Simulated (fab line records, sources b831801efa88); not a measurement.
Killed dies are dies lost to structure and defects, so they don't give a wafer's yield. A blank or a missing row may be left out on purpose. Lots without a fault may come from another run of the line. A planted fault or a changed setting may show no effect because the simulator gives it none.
fab line records | flow sky130
record lots=5 wafers=15 last_day=49
route steps=708 shown LDD_P@258 LDD_HVN@267 LDD_HVP@278 LDD_LDN@289
lots that met no fault: from a run of the same line without faults
start_h: hours from the record's first day to the start of the lot's first wafer shown | wait_h: hours since the lot's step before | " the same as in the row above | L1.1+2: a row that stands for several wafers | - no value, or no start given | * or withheld: withheld | < > ~ a bound
route shown NAME@n: a module of which the file shows steps, and the number in the route of the first | usual: mean/standard deviation of fault-free wafers | same: alike in all rows | chamber/n: place in a boat | sites: the reading at each site | _std_site: their standard deviation | _edge_site: outer sites' mean less inner sites' | radius_mm: how far each site lies from the wafer's centre | mask NAME#n: copy n | behind: the tool/chamber that last shaped the wafer | hold: why the lot was held/for how many hours/how that ended | device: the transistor (n, p or np) that didn't switch | end of line: the same wafers' tests at the end of the route | a step without rows: its recipe alone | killed: dies lost to structure and defects at the first sort, not the wafer's yield | map: a wafer's dies, x killed, . not, _ none there
set.NAME: the setting as run; set.NAME@STEP: as run at that earlier step | model.NAME: the simulator's own value behind a step, which no gauge read
lots at some steps of the route; a table a step, a row a wafer
services: from which hour (start_h, from the record's first day; less than 0 if before it) a tool's chamber was out of use, for how many hours, and why
## steps
# step SKY_LDD_P_SOFTBAKE_03
# recipe temp_c=90 time_s=60 resist=NOVOLAK
# columns lot.wafer tool chamber start_h wait_h
L079.2+4+6 litho_track-03 0 486.67 0.1
L083.1+3+6 litho_track-03 0 497.60 0.1
L088.1+3+6 litho_track-04 0 555.69 0.1
L090.1+3+5 litho_track-04 0 562.64 0.1
L091.1+2+4 litho_track-01 0 565.29 0.1
# step SKY_LDD_P_EXPOSE_04
# recipe mask_id=PSDM na=0.6 source_shape=conventional sigma_outer=0.6 polarization=unpolarized target_cd_nm=380 dose_mj=138
# usual focus_offset_nm=0.0/0.49 reticle_temp_C=22.99/0.12
# columns lot.wafer tool chamber start_h wait_h mask focus_offset_nm reticle_temp_C
L079.2 iline_stepper-02 0 - - PSDM#0 0.2 22.89
L079.4 " 0 " " PSDM#0 -0.2 22.82
L079.6 " 0 " " PSDM#0 -0.4 22.91
L083.1 iline_stepper-01 0 - - PSDM#0 0.1 23.18
L083.3 " 0 " " PSDM#0 0.2 23.15
L083.6 " 0 " " PSDM#0 0.5 23.00
L088.1 iline_stepper-02 0 - - PSDM#0 0.1 22.97
L088.3 " 0 " " PSDM#0 0.2 23.10
L088.6 " 0 " " PSDM#0 -0.5 22.87
L090.1 iline_stepper-01 0 - - PSDM#0 0.0 23.11
L090.3 " 0 " " PSDM#0 -0.8 23.04
L090.5 " 0 " " PSDM#0 -0.5 23.06
L091.1 iline_stepper-02 0 - - PSDM#0 -0.4 22.73
L091.2 " 0 " " PSDM#0 -0.6 22.81
L091.4 " 0 " " PSDM#0 -0.8 22.99
# step SKY_LDD_P_PEB_05
# recipe temp_c=withheld time_s=* resist=NOVOLAK
# columns lot.wafer tool chamber start_h wait_h
L079.2+4+6 litho_track-03 0 - -
L083.1+3+6 litho_track-01 0 - -
L088.1+3+6 litho_track-03 0 - -
L090.1+3+5 litho_track-01 0 - -
L091.1+2+4 litho_track-03 0 - -
# step SKY_LDD_P_DEVELOP_06
# recipe resist=NOVOLAK developer=TMAH develop_time_s=60 dev_temp_c=23
# same develop_time_s=60
# columns lot.wafer tool chamber start_h wait_h
L079.2+4+6 litho_track-03 0 501.07 0.1
L083.1+3+6 litho_track-01 0 512.89 0.1
L088.1+3+6 litho_track-03 0 569.70 0.1
L090.1+3+5 litho_track-01 0 577.79 0.1
L091.1+2+4 litho_track-03 0 580.50 0.1
# step SKY_LDD_P_CD_MEAS_07
# recipe target_cd_nm=380
# usual cd_nm=379.4/2.5
# columns lot.wafer tool chamber start_h wait_h cd_nm
L079.2 cd_sem-01 - 501.22 0.1 384.1
L079.4 " - " " 385.0
L079.6 " - " " 383.1
L083.1 cd_sem-02 - 513.04 0.1 379.3
L083.3 " - " " 380.6
L083.6 " - " " 382.6
L088.1 cd_sem-02 - 569.85 0.1 380.8
L088.3 " - " " 379.8
L088.6 " - " " 378.9
L090.1 cd_sem-02 - 577.94 0.1 377.4
L090.3 " - " " 376.0
L090.5 " - " " 375.5
L091.1 cd_sem-01 - 580.65 0.1 375.3
L091.2 " - " " 375.7
L091.4 " - " " 378.2
# step SKY_LDD_P_OVL_MEAS_08
# usual LDD_P_OVL=0.7/1.1
# columns lot.wafer tool chamber start_h wait_h LDD_P_OVL[nm]
L079.2 overlay-02 - 501.33 0.1 -2.4
L079.4 " - " " 0.9
L079.6 " - " " 0.6
L083.1 overlay-02 - 513.16 0.1 0.3
L083.3 " - " " 1.5
L083.6 " - " " -0.4
L088.1 overlay-01 - 569.97 0.1 1.3
L088.3 " - " " 0.9
L088.6 " - " " -1.4
L090.1 overlay-01 - 578.06 0.1 0.4
L090.3 " - " " 0.5
L090.5 " - " " -0.1
L091.1 overlay-01 - 580.77 0.1 0.4
L091.2 " - " " -0.4
L091.4 " - " " 1.7
# step SKY_LDD_P_IMPLANT_09
# recipe species=BF2 energy_kev=25 dose_cm2=1e+13 tilt_deg=withheld
# columns lot.wafer tool chamber start_h wait_h
L079.2+4+6 implanter-02 0 501.38 0.0
L083.1+3+6 implanter-02 0 513.20 0.0
L088.1+3+6 implanter-01 0 570.01 0.0
L090.1+3+5 implanter-02 0 578.10 0.0
L091.1+2+4 implanter-04 0 580.81 0.0
# step SKY_LDD_P_STRIP_10
# recipe chemistry=O2/N2 power_w=1400 pressure_mtorr=1500 platen_temp_c=withheld o2_flow_sccm=3000 n2_flow_sccm=300 overash_fraction=0.5
# usual drypump_motor_current_A=6.0/0.41 oes_product_au=0.715/0.0045 strip_time_to_endpoint_s=14.19/0.043
# columns lot.wafer tool chamber start_h wait_h drypump_motor_current_A oes_product_au rf_hours_counter_h strip_time_to_endpoint_s
L079.2 plasma_asher-01 1 501.51 0.1 6.5 0.718 39 14.20
L079.4 " 1 " " 6.6 0.715 - 14.23
L079.6 " 0 " " 5.7 0.715 - 14.24
L083.1 plasma_asher-01 1 513.35 0.1 6.5 0.717 40 14.16
L083.3 " 0 " " 5.7 0.717 - 14.16
L083.6 " 0 " " 5.7 0.717 - 14.19
L088.1 plasma_asher-01 0 570.16 0.1 5.7 0.708 46 14.16
L088.3 " 0 " " 5.7 0.720 - 14.15
L088.6 " 0 " " 5.7 0.713 - 14.17
L090.1 plasma_asher-03 0 578.25 0.1 6.0 0.710 91 14.15
L090.3 " 0 " " 6.0 0.714 - 14.13
L090.5 " 0 " " 6.0 0.711 - 14.17
L091.1 plasma_asher-04 0 580.96 0.1 6.3 0.706 74 14.18
L091.2 " 1 " " 5.2 0.724 74 14.25
L091.4 " 1 " " 5.2 0.721 - 14.18
# step SKY_LDD_P_TW_MEAS_11
# usual LDD_P_TW=635/5.3
# columns lot.wafer tool chamber start_h wait_h LDD_P_TW
L079.2 film_metro-03 - 501.62 0.1 632
L079.4 " - " " 625
L079.6 " - " " 631
L083.1 film_metro-03 - 513.45 0.1 626
L083.3 " - " " 628
L083.6 " - " " 630
L088.1 film_metro-02 - 570.26 0.1 641
L088.3 " - " " 643
L088.6 " - " " 643
L090.1 film_metro-02 - 578.35 0.1 639
L090.3 " - " " 638
L090.5 " - " " 636
L091.1 film_metro-02 - 581.06 0.1 636
L091.2 " - " " 636
L091.4 " - " " 636
# step SKY_LDD_HVN_DEHYDRATE_00
# recipe temp_c=200 time_s=60
# columns lot.wafer tool chamber start_h wait_h
L079.2+4+6 litho_track-03 0 517.07 15.4
L083.1+3+6 litho_track-02 0 527.36 13.9
L088.1+3+6 litho_track-04 0 584.99 14.7
L090.1+3+5 litho_track-03 0 591.65 13.3
L091.1+2+4 litho_track-04 0 594.04 13.0
# step SKY_LDD_HVN_HMDS_01
# recipe prime_time_s=60 prime_temp_c=120
# usual prime_temp_c=119.99/0.14
# same prime_time_s=60
# columns lot.wafer tool chamber start_h wait_h prime_temp_c
L079.2 litho_track-03 0 517.22 0.1 119.94
L079.4 " 0 " " 119.92
L079.6 " 0 " " 120.04
L083.1 litho_track-02 0 527.51 0.1 119.90
L083.3 " 0 " " 119.88
L083.6 " 0 " " 119.99
L088.1 litho_track-04 0 585.14 0.1 120.08
L088.3 " 0 " " 120.10
L088.6 " 0 " " 120.22
L090.1 litho_track-03 0 591.80 0.1 119.98
L090.3 " 0 " " 119.90
L090.5 " 0 " " 119.80
L091.1 litho_track-04 0 594.19 0.1 120.10
L091.2 " 0 " " 120.18
L091.4 " 0 " " 120.11
# step SKY_LDD_HVN_COAT_02
# recipe resist=NOVOLAK spin_rpm=3000 resist_thk_nm=300
# usual dispense_pressure_kPa=51/3.7
# columns lot.wafer tool chamber start_h wait_h dispense_pressure_kPa
L079.2 litho_track-03 0 517.37 0.1 49
L079.4 " 0 " " 48
L079.6 " 0 " " 48
L083.1 litho_track-02 0 527.66 0.1 46
L083.3 " 0 " " 46
L083.6 " 0 " " 46
L088.1 litho_track-04 0 585.29 0.1 54
L088.3 " 0 " " 54
L088.6 " 0 " " 55
L090.1 litho_track-03 0 591.95 0.1 49
L090.3 " 0 " " 49
L090.5 " 0 " " 49
L091.1 litho_track-04 0 594.34 0.1 54
L091.2 " 0 " " 54
L091.4 " 0 " " 54
# step SKY_LDD_HVN_SOFTBAKE_03
# recipe temp_c=90 time_s=60 resist=NOVOLAK
# columns lot.wafer tool chamber start_h wait_h
L079.2+4+6 litho_track-03 0 517.52 0.1
L083.1+3+6 litho_track-02 0 527.81 0.1
L088.1+3+6 litho_track-04 0 585.44 0.1
L090.1+3+5 litho_track-03 0 592.10 0.1
L091.1+2+4 litho_track-04 0 594.49 0.1
# step SKY_LDD_HVN_EXPOSE_04
# recipe mask_id=HVNTM na=0.6 source_shape=conventional sigma_outer=0.6 polarization=unpolarized target_cd_nm=700 dose_mj=127
# usual focus_offset_nm=-0.2/0.59 reticle_temp_C=23.02/0.096
# columns lot.wafer tool chamber start_h wait_h mask focus_offset_nm reticle_temp_C
L079.2 iline_stepper-02 0 - - HVNTM#0 0.8 23.10
L079.4 " 0 " " HVNTM#0 0.6 23.17
L079.6 " 0 " " HVNTM#0 0.6 23.21
L083.1 iline_stepper-01 0 - - HVNTM#0 -0.1 22.84
L083.3 " 0 " " HVNTM#0 -0.5 22.98
L083.6 " 0 " " HVNTM#0 0.5 22.93
L088.1 iline_stepper-01 0 - - HVNTM#0 1.0 23.20
L088.3 " 0 " " HVNTM#0 0.8 23.12
L088.6 " 0 " " HVNTM#0 0.0 23.15
L090.1 iline_stepper-01 0 - - HVNTM#0 1.1 23.11
L090.3 " 0 " " HVNTM#0 0.4 23.00
L090.5 " 0 " " HVNTM#0 0.8 23.05
L091.1 iline_stepper-01 0 - - HVNTM#0 1.3 23.04
L091.2 " 0 " " HVNTM#0 0.4 22.87
L091.4 " 0 " " HVNTM#0 -0.2 23.04
# step SKY_LDD_HVN_PEB_05
# recipe temp_c=withheld time_s=* resist=NOVOLAK
# columns lot.wafer tool chamber start_h wait_h
L079.2+4+6 litho_track-04 0 - -
L083.1+3+6 litho_track-04 0 - -
L088.1+3+6 litho_track-02 0 - -
L090.1+3+5 litho_track-04 0 - -
L091.1+2+4 litho_track-02 0 - -
# step SKY_LDD_HVN_DEVELOP_06
# recipe resist=NOVOLAK developer=TMAH develop_time_s=60 dev_temp_c=23
# same develop_time_s=60
# columns lot.wafer tool chamber start_h wait_h
L079.2+4+6 litho_track-04 0 531.71 0.1
L083.1+3+6 litho_track-04 0 542.89 0.1
L088.1+3+6 litho_track-02 0 598.51 0.1
L090.1+3+5 litho_track-04 0 606.09 0.1
L091.1+2+4 litho_track-02 0 608.71 0.1
# step SKY_LDD_HVN_OVL_MEAS_07
# usual LDD_HVN_OVL=-0.4/1.4
# columns lot.wafer tool chamber start_h wait_h LDD_HVN_OVL[nm]
L079.2 overlay-02 - 531.84 0.1 -1.3
L079.4 " - " " -2.8
L079.6 " - " " -0.4
L083.1 overlay-02 - 543.04 0.1 -0.7
L083.3 " - " " -0.1
L083.6 " - " " -0.6
L088.1 overlay-02 - 598.66 0.1 -1.8
L088.3 " - " " -0.3
L088.6 " - " " -0.5
L090.1 overlay-02 - 606.24 0.1 0.2
L090.3 " - " " -0.9
L090.5 " - " " -0.1
L091.1 overlay-02 - 608.86 0.1 1.9
L091.2 " - " " 0.8
L091.4 " - " " -0.4
# step SKY_LDD_HVN_IMPLANT_08
# recipe species=P energy_kev=60 dose_cm2=3e+13 tilt_deg=40
# columns lot.wafer tool chamber start_h wait_h
L079.2+4+6 implanter-02 0 531.90 0.0
L083.1+3+6 implanter-02 0 543.07 0.0
L088.1+3+6 implanter-03 0 598.70 0.0
L090.1+3+5 implanter-03 0 606.27 0.0
L091.1+2+4 implanter-02 0 608.90 0.0
# step SKY_LDD_HVN_STRIP_09
# recipe chemistry=O2/N2 power_w=1400 pressure_mtorr=1500 platen_temp_c=withheld o2_flow_sccm=3000 n2_flow_sccm=300 overash_fraction=0.5
# usual drypump_motor_current_A=5.7/0.52 oes_product_au=0.408/0.0042 strip_time_to_endpoint_s=4.135/0.015
# columns lot.wafer tool chamber start_h wait_h drypump_motor_current_A oes_product_au rf_hours_counter_h strip_time_to_endpoint_s
L079.2 plasma_asher-01 0 532.02 0.1 5.7 0.407 42 4.143
L079.4 " 1 " " 6.6 0.412 - 4.155
L079.6 " 0 " " 5.7 0.412 - 4.160
L083.1 plasma_asher-04 0 543.22 0.1 6.3 0.410 71 4.125
L083.3 " 0 " " 6.3 0.414 - 4.109
L083.6 " 0 " " 6.3 0.406 - 4.130
L088.1 plasma_asher-04 1 598.85 0.1 5.2 0.411 76 4.155
L088.3 " 1 " " 5.2 0.411 - 4.132
L088.6 " 1 " " 5.2 0.405 - 4.127
L090.1 plasma_asher-01 1 606.42 0.1 6.5 0.407 49 4.125
L090.3 " 0 " " 5.7 0.404 - 4.116
L090.5 " 1 " " 6.6 0.402 - 4.111
L091.1 plasma_asher-02 1 609.05 0.1 5.6 0.418 18 4.138
L091.2 " 0 " " 5.2 0.405 18 4.140
L091.4 " 1 " " 5.5 0.405 - 4.142
# step SKY_LDD_HVN_TW_MEAS_10
# usual LDD_HVN_TW=1450/7.8
# columns lot.wafer tool chamber start_h wait_h LDD_HVN_TW
L079.2 film_metro-04 - 532.13 0.1 1454
L079.4 " - " " 1456
L079.6 " - " " 1455
L083.1 film_metro-02 - 543.32 0.1 1446
L083.3 " - " " 1442
L083.6 " - " " 1443
L088.1 film_metro-04 - 598.95 0.1 1458
L088.3 " - " " 1445
L088.6 " - " " 1453
L090.1 film_metro-01 - 606.52 0.1 1435
L090.3 " - " " 1434
L090.5 " - " " 1438
L091.1 film_metro-04 - 609.15 0.1 1458
L091.2 " - " " 1448
L091.4 " - " " 1454
# step SKY_LDD_HVP_DEHYDRATE_00
# recipe temp_c=200 time_s=60
# columns lot.wafer tool chamber start_h wait_h
L079.2+4+6 litho_track-01 0 546.72 14.6
L083.1+3+6 litho_track-02 0 557.26 13.9
L088.1+3+6 litho_track-03 0 613.70 14.7
L090.1+3+5 litho_track-03 0 619.85 13.3
L091.1+2+4 litho_track-02 0 622.01 12.9
# step SKY_LDD_HVP_HMDS_01
# recipe prime_time_s=60 prime_temp_c=120
# usual prime_temp_c=119.97/0.12
# same prime_time_s=60
# columns lot.wafer tool chamber start_h wait_h prime_temp_c
L079.2 litho_track-01 0 546.87 0.1 119.73
L079.4 " 0 " " 119.92
L079.6 " 0 " " 119.77
L083.1 litho_track-02 0 557.41 0.1 119.92
L083.3 " 0 " " 119.70
L083.6 " 0 " " 119.83
L088.1 litho_track-03 0 613.85 0.1 119.94
L088.3 " 0 " " 120.03
L088.6 " 0 " " 120.11
L090.1 litho_track-03 0 620.00 0.1 119.86
L090.3 " 0 " " 119.77
L090.5 " 0 " " 119.82
L091.1 litho_track-02 0 622.16 0.1 119.91
L091.2 " 0 " " 119.82
L091.4 " 0 " " 119.86
# step SKY_LDD_HVP_COAT_02
# recipe resist=NOVOLAK spin_rpm=3000 resist_thk_nm=300
# usual dispense_pressure_kPa=48.1/0.87
# columns lot.wafer tool chamber start_h wait_h dispense_pressure_kPa
L079.2 litho_track-01 0 547.02 0.1 48.6
L079.4 " 0 " " 48.6
L079.6 " 0 " " 48.6
L083.1 litho_track-02 0 557.56 0.1 46.4
L083.3 " 0 " " 46.4
L083.6 " 0 " " 46.4
L088.1 litho_track-03 0 614.00 0.1 48.5
L088.3 " 0 " " 48.5
L088.6 " 0 " " 48.5
L090.1 litho_track-03 0 620.15 0.1 48.5
L090.3 " 0 " " 48.5
L090.5 " 0 " " 48.5
L091.1 litho_track-02 0 622.31 0.1 46.4
L091.2 " 0 " " 46.3
L091.4 " 0 " " 46.4
# step SKY_LDD_HVP_SOFTBAKE_03
# recipe temp_c=90 time_s=60 resist=NOVOLAK
# columns lot.wafer tool chamber start_h wait_h
L079.2+4+6 litho_track-01 0 547.17 0.1
L083.1+3+6 litho_track-02 0 557.71 0.1
L088.1+3+6 litho_track-03 0 614.15 0.1
L090.1+3+5 litho_track-03 0 620.30 0.1
L091.1+2+4 litho_track-02 0 622.46 0.1
# step SKY_LDD_HVP_EXPOSE_04
# recipe mask_id=HVPTM na=0.6 source_shape=conventional sigma_outer=0.6 polarization=unpolarized target_cd_nm=700 dose_mj=86
# usual focus_offset_nm=0.0/0.48 reticle_temp_C=23.01/0.099
# columns lot.wafer tool chamber start_h wait_h mask focus_offset_nm reticle_temp_C
L079.2 iline_stepper-01 0 - - HVPTM#0 0.6 23.06
L079.4 " 0 " " HVPTM#0 0.8 23.22
L079.6 " 0 " " HVPTM#0 0.2 23.10
L083.1 iline_stepper-02 0 - - HVPTM#0 -0.4 22.90
L083.3 " 0 " " HVPTM#0 -0.2 22.85
L083.6 " 0 " " HVPTM#0 0.2 22.82
L088.1 iline_stepper-01 0 - - HVPTM#0 0.0 22.95
L088.3 " 0 " " HVPTM#0 -0.7 22.92
L088.6 " 0 " " HVPTM#0 0.1 22.88
L090.1 iline_stepper-01 0 - - HVPTM#0 -0.1 23.11
L090.3 " 0 " " HVPTM#0 -0.2 22.98
L090.5 " 0 " " HVPTM#0 -0.1 23.04
L091.1 iline_stepper-01 0 - - HVPTM#0 0.0 22.81
L091.2 " 0 " " HVPTM#0 0.1 22.98
L091.4 " 0 " " HVPTM#0 0.1 23.08
# step SKY_LDD_HVP_PEB_05
# recipe temp_c=withheld time_s=* resist=NOVOLAK
# columns lot.wafer tool chamber start_h wait_h
L079.2+4+6 litho_track-02 0 - -
L083.1+3+6 litho_track-02 0 - -
L088.1+3+6 litho_track-03 0 - -
L090.1+3+5 litho_track-02 0 - -
L091.1+2+4 litho_track-03 0 - -
# step SKY_LDD_HVP_DEVELOP_06
# recipe resist=NOVOLAK developer=TMAH develop_time_s=60 dev_temp_c=23
# same develop_time_s=60
# columns lot.wafer tool chamber start_h wait_h
L079.2+4+6 litho_track-02 0 561.09 0.1
L083.1+3+6 litho_track-02 0 572.11 0.1
L088.1+3+6 litho_track-03 0 627.55 0.1
L090.1+3+5 litho_track-02 0 634.46 0.1
L091.1+2+4 litho_track-03 0 636.25 0.1
# step SKY_LDD_HVP_OVL_MEAS_07
# usual LDD_HVP_OVL=-1.0/1.5
# columns lot.wafer tool chamber start_h wait_h LDD_HVP_OVL[nm]
L079.2 overlay-02 - 561.22 0.1 -0.8
L079.4 " - " " 0.7
L079.6 " - " " -0.6
L083.1 overlay-01 - 572.26 0.1 1.9
L083.3 " - " " 3.8
L083.6 " - " " -1.0
L088.1 overlay-01 - 627.70 0.1 0.5
L088.3 " - " " -0.6
L088.6 " - " " -1.7
L090.1 overlay-02 - 634.61 0.1 0.0
L090.3 " - " " 1.9
L090.5 " - " " 1.2
L091.1 overlay-01 - 636.40 0.1 -0.5
L091.2 " - " " -3.1
L091.4 " - " " -0.1
# step SKY_LDD_HVP_IMPLANT_08
# recipe species=B energy_kev=20 dose_cm2=1.7e+13 tilt_deg=17.9
# columns lot.wafer tool chamber start_h wait_h
L079.2+4+6 implanter-03 0 561.27 0.0
L083.1+3+6 implanter-04 0 572.30 0.0
L088.1+3+6 implanter-02 0 627.74 0.0
L090.1+3+5 implanter-02 0 634.65 0.0
L091.1+2+4 implanter-03 0 636.44 0.0
# step SKY_LDD_HVP_STRIP_09
# recipe chemistry=O2/N2 power_w=1400 pressure_mtorr=1500 platen_temp_c=withheld o2_flow_sccm=3000 n2_flow_sccm=300 overash_fraction=0.5
# usual drypump_motor_current_A=5.6/0.46 oes_product_au=0.408/0.0044 strip_time_to_endpoint_s=4.139/0.013
# columns lot.wafer tool chamber start_h wait_h drypump_motor_current_A oes_product_au rf_hours_counter_h strip_time_to_endpoint_s
L079.2 plasma_asher-04 0 561.40 0.1 6.3 0.398 73 4.141
L079.4 " 1 " " 5.2 0.421 - 4.146
L079.6 " 0 " " 6.3 0.405 - 4.133
L083.1 plasma_asher-04 1 572.45 0.1 5.2 0.410 74 4.136
L083.3 " 1 " " 5.1 0.412 - 4.140
L083.6 " 0 " " 6.3 0.407 - 4.113
L088.1 plasma_asher-03 0 627.89 0.1 6.0 0.414 96 4.160
L088.3 " 1 " " 6.0 0.409 - 4.155
L088.6 " 0 " " 6.0 0.412 - 4.145
L090.1 plasma_asher-02 0 634.80 0.1 5.2 0.404 21 4.138
L090.3 " 0 " " 5.2 0.413 - 4.153
L090.5 " 1 " " 5.5 0.405 - 4.131
L091.1 plasma_asher-04 1 636.59 0.1 5.2 0.411 80 4.121
L091.2 " 0 " " 6.3 0.409 80 4.122
L091.4 " 0 " " 6.3 0.402 - 4.149
# step SKY_LDD_HVP_TW_MEAS_10
# usual LDD_HVP_TW=456/4.8
# columns lot.wafer tool chamber start_h wait_h LDD_HVP_TW
L079.2 film_metro-04 - 561.51 0.1 462
L079.4 " - " " 458
L079.6 " - " " 461
L083.1 film_metro-01 - 572.55 0.1 458
L083.3 " - " " 455
L083.6 " - " " 458
L088.1 film_metro-03 - 627.99 0.1 450
L088.3 " - " " 450
L088.6 " - " " 449
L090.1 film_metro-03 - 634.90 0.1 453
L090.3 " - " " 449
L090.5 " - " " 449
L091.1 film_metro-03 - 636.69 0.1 449
L091.2 " - " " 450
L091.4 " - " " 448
# step SKY_LDD_LDN_DEHYDRATE_00
# recipe temp_c=200 time_s=60
# columns lot.wafer tool chamber start_h wait_h
L079.2+4+6 litho_track-01 0 576.47 14.9
L083.1+3+6 litho_track-02 0 586.81 14.3
L088.1+3+6 litho_track-04 0 642.39 14.4
L090.1+3+5 litho_track-02 0 648.26 13.4
L091.1+2+4 litho_track-02 0 649.81 13.1
# step SKY_LDD_LDN_HMDS_01
# recipe prime_time_s=60 prime_temp_c=120
# usual prime_temp_c=120.02/0.14
# same prime_time_s=60
# columns lot.wafer tool chamber start_h wait_h prime_temp_c
L079.2 litho_track-01 0 576.62 0.1 119.76
L079.4 " 0 " " 119.91
L079.6 " 0 " " 119.90
L083.1 litho_track-02 0 586.96 0.1 119.75
L083.3 " 0 " " 119.95
L083.6 " 0 " " 119.88
L088.1 litho_track-04 0 642.54 0.1 120.19
L088.3 " 0 " " 120.03
L088.6 " 0 " " 120.09
L090.1 litho_track-02 0 648.41 0.1 119.80
L090.3 " 0 " " 119.85
L090.5 " 0 " " 119.98
L091.1 litho_track-02 0 649.96 0.1 120.21
L091.2 " 0 " " 120.14
L091.4 " 0 " " 120.17
# step SKY_LDD_LDN_COAT_02
# recipe resist=NOVOLAK spin_rpm=3000 resist_thk_nm=1140
# usual dispense_pressure_kPa=50/3.6
# columns lot.wafer tool chamber start_h wait_h dispense_pressure_kPa
L079.2 litho_track-01 0 576.77 0.1 49
L079.4 " 0 " " 49
L079.6 " 0 " " 49
L083.1 litho_track-02 0 587.11 0.1 46
L083.3 " 0 " " 46
L083.6 " 0 " " 46
L088.1 litho_track-04 0 642.69 0.1 55
L088.3 " 0 " " 55
L088.6 " 0 " " 55
L090.1 litho_track-02 0 648.56 0.1 46
L090.3 " 0 " " 46
L090.5 " 0 " " 46
L091.1 litho_track-02 0 650.11 0.1 46
L091.2 " 0 " " 46
L091.4 " 0 " " 46
# step SKY_LDD_LDN_SOFTBAKE_03
# recipe temp_c=90 time_s=60 resist=NOVOLAK
# columns lot.wafer tool chamber start_h wait_h
L079.2+4+6 litho_track-01 0 576.92 0.1
L083.1+3+6 litho_track-02 0 587.26 0.1
L088.1+3+6 litho_track-04 0 642.84 0.1
L090.1+3+5 litho_track-02 0 648.71 0.1
L091.1+2+4 litho_track-02 0 650.26 0.1
# step SKY_LDD_LDN_EXPOSE_04
# recipe mask_id=LDNTM na=0.6 source_shape=conventional sigma_outer=0.6 polarization=unpolarized target_cd_nm=700 dose_mj=140
# usual focus_offset_nm=0.1/0.58 reticle_temp_C=22.99/0.1
# columns lot.wafer tool chamber start_h wait_h mask focus_offset_nm reticle_temp_C
L079.2 iline_stepper-01 0 - - LDNTM#0 -1.1 22.85
L079.4 " 0 " " LDNTM#0 -0.3 22.99
L079.6 " 0 " " LDNTM#0 0.5 22.96
L083.1 iline_stepper-02 0 - - LDNTM#0 0.1 22.99
L083.3 " 0 " " LDNTM#0 0.7 23.10
L083.6 " 0 " " LDNTM#0 0.0 23.09
L088.1 iline_stepper-01 0 - - LDNTM#0 -0.2 23.14
L088.3 " 0 " " LDNTM#0 -0.1 22.98
L088.6 " 0 " " LDNTM#0 0.6 22.94
L090.1 iline_stepper-02 0 - - LDNTM#0 0.8 22.95
L090.3 " 0 " " LDNTM#0 -0.5 22.96
L090.5 " 0 " " LDNTM#0 -0.5 23.04
L091.1 iline_stepper-01 0 - - LDNTM#0 0.7 23.13
L091.2 " 0 " " LDNTM#0 0.1 23.07
L091.4 " 0 " " LDNTM#0 0.1 23.09
# step SKY_LDD_LDN_PEB_05
# recipe temp_c=withheld time_s=* resist=NOVOLAK
# columns lot.wafer tool chamber start_h wait_h
L079.2+4+6 litho_track-01 0 - -
L083.1+3+6 litho_track-02 0 - -
L088.1+3+6 litho_track-01 0 - -
L090.1+3+5 litho_track-02 0 - -
L091.1+2+4 litho_track-01 0 - -
# step SKY_LDD_LDN_DEVELOP_06
# recipe resist=NOVOLAK developer=TMAH develop_time_s=60 dev_temp_c=23
# same develop_time_s=60
# columns lot.wafer tool chamber start_h wait_h
L079.2+4+6 litho_track-01 0 590.77 0.1
L083.1+3+6 litho_track-02 0 600.66 0.1
L088.1+3+6 litho_track-01 0 655.84 0.1
L090.1+3+5 litho_track-02 0 661.76 0.1
L091.1+2+4 litho_track-01 0 664.14 0.1
# step SKY_LDD_LDN_OVL_MEAS_07
# usual LDD_LDN_OVL=0.6/1.4
# columns lot.wafer tool chamber start_h wait_h LDD_LDN_OVL[nm]
L079.2 overlay-02 - 590.90 0.1 1.5
L079.4 " - " " 1.2
L079.6 " - " " -0.5
L083.1 overlay-02 - 600.81 0.1 -0.2
L083.3 " - " " -0.4
L083.6 " - " " -1.8
L088.1 overlay-01 - 655.99 0.1 0.9
L088.3 " - " " 1.5
L088.6 " - " " 0.0
L090.1 overlay-02 - 661.91 0.1 1.3
L090.3 " - " " 2.0
L090.5 " - " " -0.7
L091.1 overlay-02 - 664.29 0.1 -0.3
L091.2 " - " " 1.0
L091.4 " - " " -0.1
# step SKY_LDD_LDN_IMPLANT_08
# recipe species=As energy_kev=15 dose_cm2=1.25e+13 tilt_deg=withheld rotation_deg=23
# columns lot.wafer tool chamber start_h wait_h
L079.2+4+6 implanter-04 0 590.95 0.0
L083.1+3+6 implanter-01 0 600.85 0.0
L088.1+3+6 implanter-04 0 656.03 0.0
L090.1+3+5 implanter-01 0 661.95 0.0
L091.1+2+4 implanter-04 0 664.33 0.0
# step SKY_LDD_LDN_IMPLANT_09
# recipe species=As energy_kev=15 dose_cm2=1.25e+13 tilt_deg=withheld rotation_deg=113
# columns lot.wafer tool chamber start_h wait_h
L079.2+4+6 implanter-04 0 591.10 0.1
L083.1+3+6 implanter-01 0 601.00 0.1
L088.1+3+6 implanter-04 0 656.18 0.1
L090.1+3+5 implanter-01 0 662.10 0.1
L091.1+2+4 implanter-04 0 664.48 0.1
# step SKY_LDD_LDN_IMPLANT_10
# recipe species=As energy_kev=15 dose_cm2=1.25e+13 tilt_deg=withheld rotation_deg=203
# columns lot.wafer tool chamber start_h wait_h
L079.2+4+6 implanter-04 0 591.25 0.1
L083.1+3+6 implanter-01 0 601.15 0.1
L088.1+3+6 implanter-04 0 656.33 0.1
L090.1+3+5 implanter-01 0 662.25 0.1
L091.1+2+4 implanter-04 0 664.63 0.1
# step SKY_LDD_LDN_IMPLANT_11
# recipe species=As energy_kev=15 dose_cm2=1.25e+13 tilt_deg=withheld rotation_deg=293
# columns lot.wafer tool chamber start_h wait_h
L079.2+4+6 implanter-04 0 591.40 0.1
L083.1+3+6 implanter-01 0 601.30 0.1
L088.1+3+6 implanter-04 0 656.48 0.1
L090.1+3+5 implanter-01 0 662.40 0.1
L091.1+2+4 implanter-04 0 664.78 0.1
## services
# columns tool chamber start_h hours kind
iline_stepper-02 0 469.34 - calibration
iline_stepper-01 0 480.42 - calibration
iline_stepper-02 - 519.74 1.7 pm
iline_stepper-01 - 530.05 1.0 repair
implanter-03 - 543.05 1.9 repair
implanter-01 - 555.95 2.3 repair
implanter-02 - 571.08 4.3 pm
iline_stepper-01 - 598.22 1.7 pm
implanter-04 - 608.65 1.5 repair
plasma_asher-03 - 609.04 1.1 repair
implanter-01 - 632.75 1.8 repair
plasma_asher-03 - 646.50 1.6 repair
implanter-03 - 657.37 4.6 repair
plasma_asher-02 - 661.08 13.5 repair
plasma_asher-01 - 662.93 3.4 repair
## key
fault none
